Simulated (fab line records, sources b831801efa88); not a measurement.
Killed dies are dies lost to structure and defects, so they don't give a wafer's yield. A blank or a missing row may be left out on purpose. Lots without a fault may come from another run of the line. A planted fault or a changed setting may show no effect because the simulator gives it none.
Which tool did it? | flow sky130 | 10 lots, 30 wafers sampled, at 5 steps of a route of 708

WHAT THE GAUGES READ, wafer by wafer
SKY_SONOS_ONO_OVL_MEAS_14.
lot  | measured     | on         | SONOS_ONO_OVL (nm)
L349 | day 12 13:59 | overlay-02 | -1.7 1.3 1.2
L350 | day 12 21:41 | overlay-01 | -0.4 -0.1 2.5
L353 | day 13 20:52 | overlay-01 | 0.5 -1.8 -1.1
L354 | day 14 06:48 | overlay-02 | 3.3 2.3 2.7
L357 | day 15 13:14 | overlay-02 | 1.3 -0.1 1.4
L359 | day 15 22:59 | overlay-02 | -1.8 -1.7 -1.1
L360 | day 16 10:50 | overlay-02 | -1.0 -0.4 -0.4
L362 | day 17 01:26 | overlay-01 | 1.3 -0.7 -2.9
L363 | day 17 11:13 | overlay-02 | -0.1 -1.7 0.0
L365 | day 18 02:50 | overlay-02 | -1.8 -2.8 -0.6

SKY_POLY_GATE_CD_MEAS_13: target cd 150 nm.
lot  | measured     | on        | cd_nm (nm)
L349 | day 16 02:52 | cd_sem-01 | 149.2 147.5 147.5
L350 | day 16 13:05 | cd_sem-01 | 148.0 148.6 149.0
L353 | day 17 15:07 | cd_sem-01 | 152.4 151.4 151.7
L354 | day 18 03:13 | cd_sem-01 | 147.6 149.1 149.6
L357 | day 19 12:43 | cd_sem-02 | 149.0 147.6 147.5
L359 | day 20 01:20 | cd_sem-02 | 148.5 149.4 149.2
L360 | day 20 13:26 | cd_sem-02 | 150.1 149.0 150.0
L362 | day 21 02:50 | cd_sem-02 | 150.3 150.0 149.5
L363 | day 21 18:41 | cd_sem-02 | 150.9 150.8 150.3
L365 | day 22 06:56 | cd_sem-02 | 148.7 150.0 148.7

SKY_SPACER_THK_MEAS_01.
lot  | measured     | on            | SPACER_CVD_00_THK (nm)
L349 | day 22 12:05 | film_metro-01 | 42.9 43.0 42.7
L350 | day 22 23:44 | film_metro-02 | 43.0 42.9 42.8
L353 | day 24 04:05 | film_metro-03 | 43.5 43.2 43.3
L354 | day 24 20:01 | film_metro-02 | 42.4 42.7 42.9
L357 | day 26 00:46 | film_metro-02 | 42.6 42.6 42.6
L359 | day 26 19:10 | film_metro-01 | 42.6 42.3 42.3
L360 | day 27 04:37 | film_metro-02 | 42.7 42.5 42.9
L362 | day 27 14:22 | film_metro-01 | 42.8 43.1 42.4
L363 | day 28 05:20 | film_metro-03 | 43.4 43.5 43.5
L365 | day 28 15:59 | film_metro-03 | 33.0 33.1 33.1

WHICH TOOL RAN EACH LOT (tool, then ch and the chambers of the sampled wafers, then the start)
lot  | SKY_RES_PROTECT_STRIP_07             | SKY_SPACER_CVD_00
L349 | plasma_asher-04 ch 1, day 14 22:11   | lpcvd-02 ch 1, day 22 10:53
L350 | plasma_asher-01 ch 0,1, day 15 07:55 | lpcvd-02 ch 0, day 22 22:31
L353 | plasma_asher-01 ch 0,1, day 16 07:19 | lpcvd-02 ch 0, day 24 02:51
L354 | plasma_asher-01 ch 0,1, day 16 20:08 | lpcvd-02 ch 1, day 24 18:49
L357 | plasma_asher-04 ch 0,1, day 18 03:08 | lpcvd-02 ch 0, day 25 23:33
L359 | plasma_asher-04 ch 0, day 18 17:05   | lpcvd-02 ch 0, day 26 17:58
L360 | plasma_asher-02 ch 0,1, day 19 04:56 | lpcvd-02 ch 0, day 27 03:25
L362 | plasma_asher-02 ch 0,1, day 19 19:25 | lpcvd-02 ch 1, day 27 13:08
L363 | plasma_asher-02 ch 0,1, day 20 10:07 | lpcvd-02 ch 0, day 28 04:05
L365 | plasma_asher-02 ch 0,1, day 21 00:07 | lpcvd-02 ch 0, day 28 14:10
- SKY_RES_PROTECT_STRIP_07: strips in O2/N2.
- SKY_SPACER_CVD_00: deposits Si3N4 from DCS/NH3, target thk 43.1 nm, time 740 s.

WHAT THE TOOLS THEMSELVES READ (means of the sampled wafers that have a number; where no wafer has one, the mark that the record gives instead)
SKY_RES_PROTECT_STRIP_07.
lot  | tool            | chamber_pressure_mTorr (mTorr) | drypump_motor_current_A (A) | oes_product_au (a.u.) | strip_time_to_endpoint_s (s)
L349 | plasma_asher-04 | 1498.8                         | 6.2                         | 0.517                 | 23.20
L350 | plasma_asher-01 | 1500.9                         | 5.4                         | 0.520                 | 23.39
L353 | plasma_asher-01 | 1501.5                         | 5.4                         | 0.519                 | 23.27
L354 | plasma_asher-01 | 1500.8                         | 5.5                         | 0.517                 | 23.34
L357 | plasma_asher-04 | 1498.8                         | 6.1                         | 0.518                 | 23.37
L359 | plasma_asher-04 | 1500.9                         | 5.8                         | 0.514                 | 23.34
L360 | plasma_asher-02 | 1501.0                         | 5.4                         | 0.513                 | 23.27
L362 | plasma_asher-02 | 1500.2                         | 5.6                         | 0.522                 | 23.31
L363 | plasma_asher-02 | 1499.1                         | 5.6                         | 0.522                 | 23.38
L365 | plasma_asher-02 | 1500.3                         | 5.6                         | 0.520                 | 23.25

SKY_SPACER_CVD_00.
lot  | tool     | spike_tc_bottom_C (C) | spike_tc_centre_C (C) | spike_tc_lower_C (C) | spike_tc_top_C (C) | spike_tc_upper_C (C) | susceptor_temp_C (C) | zone_power_centre_pct (%)
L349 | lpcvd-02 | 793                   | 772.4                 | 770.5                | 786.1              | 769.9                | 770.1                | 15.37
L350 | lpcvd-02 | 783                   | 772.1                 | 768.3                | 784.8              | 768.5                | 770.0                | 15.42
L353 | lpcvd-02 | 785                   | 770.6                 | 768.3                | 785.9              | 767.5                | 770.0                | 15.37
L354 | lpcvd-02 | 792                   | 771.6                 | 770.3                | 784.6              | 770.0                | 770.3                | 15.38
L357 | lpcvd-02 | 784                   | 772.9                 | 768.0                | 785.2              | 769.1                | 770.3                | 15.25
L359 | lpcvd-02 | 784                   | 772.4                 | 768.2                | 785.7              | 769.5                | 770.6                | 15.31
L360 | lpcvd-02 | 784                   | 771.3                 | 768.0                | 784.5              | 768.8                | 770.3                | 15.42
L362 | lpcvd-02 | 792                   | 771.9                 | 770.0                | 784.2              | 770.0                | 770.1                | 15.52
L363 | lpcvd-02 | 784                   | 773.0                 | 767.4                | 785.3              | 768.5                | 770.1                | 15.34
L365 | lpcvd-02 | 771                   | 759.4                 | 754.8                | 772.3              | 754.4                | 756.5                | 14.70

THE ANSWER, worked out from the rows above alone
Rule: what is usual is taken from the lots themselves. Put in order of their means at a reading, lots are off if they are a third of the lots or fewer, leave a main group of 4 or more, and stand apart from it by a gap of 3 or more times the standard deviation of the main group's means; of several such gaps the widest counts. A main group whose means are all the same, to the digits that the tables above print for the reading, isn't used. A lot without any number at a reading at which 4 lots or more have one is off too. The other lots that the step has rows for count as sound. The gauges are gone through in route order, then the tools' own readings, and for those a lot's mean is taken as printed above. The first step at which some lot is off is used, and at that step the reading that is off furthest; a lot without a number counts as furthest.
Off: L365, at SKY_SPACER_THK_MEAS_01 (SPACER_CVD_00_THK). The main group: mean 42.9 nm, standard deviation 0.32.
A tool fits if, at a process step before that reading, it ran every lot that is off, and no sound lot after the first of them. The gauges at SKY_SPACER_THK_MEAS_01 aren't tried: what is off there is off at SKY_SPACER_CVD_00 too, on other tools, and a gauge's error can't cause that. Can't be told from this: 2 tools fit, plasma_asher-02 at SKY_RES_PROTECT_STRIP_07, lpcvd-02 at SKY_SPACER_CVD_00.

WHAT THE SIMULATOR HAD PUT IN
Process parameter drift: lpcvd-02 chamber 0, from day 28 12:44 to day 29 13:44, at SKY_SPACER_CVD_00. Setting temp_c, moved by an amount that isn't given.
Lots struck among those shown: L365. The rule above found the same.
